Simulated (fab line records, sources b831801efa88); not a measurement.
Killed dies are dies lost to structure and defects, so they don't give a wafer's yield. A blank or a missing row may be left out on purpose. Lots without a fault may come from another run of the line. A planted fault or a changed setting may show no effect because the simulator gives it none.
One fault seen from 2 desks | flow gf180mcu | each desk has only its own numbers; what lay behind them comes last

THE TOOL OWNER'S DESK: litho_track-01
The tool's own readings at GF_V2_PEB_12 (peb time 90 s): means of the sampled wafers that have a number, for each lot that ran on this tool. A lot is out of limits, marked OUT, if its mean lies more than 4 standard deviations from the usual mean; the brackets give that distance.
Columns: A = exhaust_pa at GF_V2_PEB_12, usual 44.8 Pa; B = heater_power_total_W at GF_V2_PEB_12, usual 85.70 W; C = resist_line_temp_C at GF_V2_PEB_12, usual 23.01 C
lot  | first seen here | A    | B               | C
L132 | day 21 23:49    | 45.4 | 85.78           | 23.03
L144 | day 25 22:50    | 45.2 | 92.13 (+79) OUT | 22.80
L145 | day 26 13:36    | 45.7 | 92.13 (+79) OUT | 22.91
This desk's finding: out of limits on L144, L145; first on L144, day 25 22:50 (heater_power_total_W at GF_V2_PEB_12). In limits: L132.

THE METROLOGY DESK
What the gauges read, lot by lot, whatever tool the lot ran on: means of the sampled wafers that have a number. A lot is out of limits, marked OUT, if its mean lies more than 4 standard deviations from the usual mean; the brackets give that distance.
Columns: A = M2_OVL at GF_M2_OVL_MEAS_15, usual 3 nm; B = V2_BOW at GF_V2_BOW_MEAS_05, usual 98 um; C = cd_nm at GF_V2_CD_MEAS_14, usual 259.8 nm
lot  | first seen here | A  | B   | C
L128 | day 19 01:55    | 1  | 103 | 260.5
L130 | day 20 01:52    | 8  | 93  | 258.6
L131 | day 20 18:33    | -2 | 90  | 261.0
L132 | day 20 23:37    | 4  | 101 | 260.4
L133 | day 21 06:37    | 7  | 94  | 258.8
L140 | day 23 15:20    | 2  | 95  | 258.1
L144 | day 25 00:22    | 1  | 95  | 253.7 (-5.1) OUT
L145 | day 25 14:58    | 3  | 95  | 254.3 (-4.6) OUT
L147 | day 25 23:04    | -2 | 108 | 261.5
L148 | day 26 04:07    | -1 | 98  | 257.6
L149 | day 26 15:10    | 8  | 99  | 260.7
L150 | day 26 21:05    | 8  | 104 | 259.1
This desk's finding: out of limits on L144, L145; first on L144, day 25 23:10 (cd_nm at GF_V2_CD_MEAS_14). In limits: L128, L130, L131, L132, L133, L140, L147, L148, L149, L150.

PUT TOGETHER
The tool owner's desk could have raised an alarm at day 25 22:50, on L144, L145.
The metrology desk could have raised an alarm at day 25 23:10, on L144, L145.
Of the lots named, all ran GF_V2_PEB_12 on litho_track-01.

WHAT THE SIMULATOR HAD PUT IN
Process parameter drift: litho_track-01, from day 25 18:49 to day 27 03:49, at GF_V2_PEB_12. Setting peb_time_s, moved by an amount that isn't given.
Lots struck among those shown: L144, L145.
Hours from the fault's start to each desk's first reading out of limits: the tool owner's desk, 4; the metrology desk, 4.
